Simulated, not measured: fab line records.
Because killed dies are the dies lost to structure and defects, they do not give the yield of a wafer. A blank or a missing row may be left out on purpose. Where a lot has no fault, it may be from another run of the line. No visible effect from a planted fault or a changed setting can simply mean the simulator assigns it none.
Matching of chambers | flow gf180mcu | GF_V5_ETCH_16 on rie_diel-01 has 4 sister chambers
The step etches BARC in N2/H2. 4 wafers are shown with their chamber, then 7 later ones without.

## WAFERS WITH THEIR CHAMBER
wafer  | chamber | oes_product_au (a.u.)
L092.1 | 0       | 0.858
L092.3 | 1       | 0.852
L092.4 | 2       | 0.847
L092.5 | 3       | 0.853

## WAFERS WITHOUT THEIR CHAMBER
wafer  | oes_product_au (a.u.)
L092.6 | 0.852
L097.1 | 0.852
L097.3 | 0.863
L097.4 | 0.856
L096.1 | 0.859
L096.3 | 0.862
L096.5 | 0.853

## THE CHAMBER EACH PASSED THROUGH
wafer  | from the rows above          | in truth
L092.6 | can't be placed: 1 or 3 or 2 | 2
L097.1 | can't be placed: 1 or 3 or 2 | 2
L097.3 | can't be placed: 0 or 3      | 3
L097.4 | can't be placed: 0 or 3 or 1 | 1
L096.1 | can't be placed: 0 or 3      | 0
L096.3 | can't be placed: 0 or 3      | 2
L096.5 | can't be placed: 3 or 1 or 0 | 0
Placed correctly: 0 of 7. Cannot be placed on the basis of these rows: 7; the candidates contain the true chamber in 6. 0 placed wrongly.
How it was worked out, from the rows above alone: a wafer's distance from a chamber is the root of the sum, over the readings, of the square of ((its reading less the chamber's mean) divided by the reading's scatter). If the next closest chamber is less than 2 further off than the closest, the wafer can't be placed; otherwise it belongs to the closest. The mean given for a chamber averages the wafers shown for that chamber. The scatter: with one shown wafer a chamber, the root of the mean of the squares of how far each hidden wafer lies from its nearest shown one.
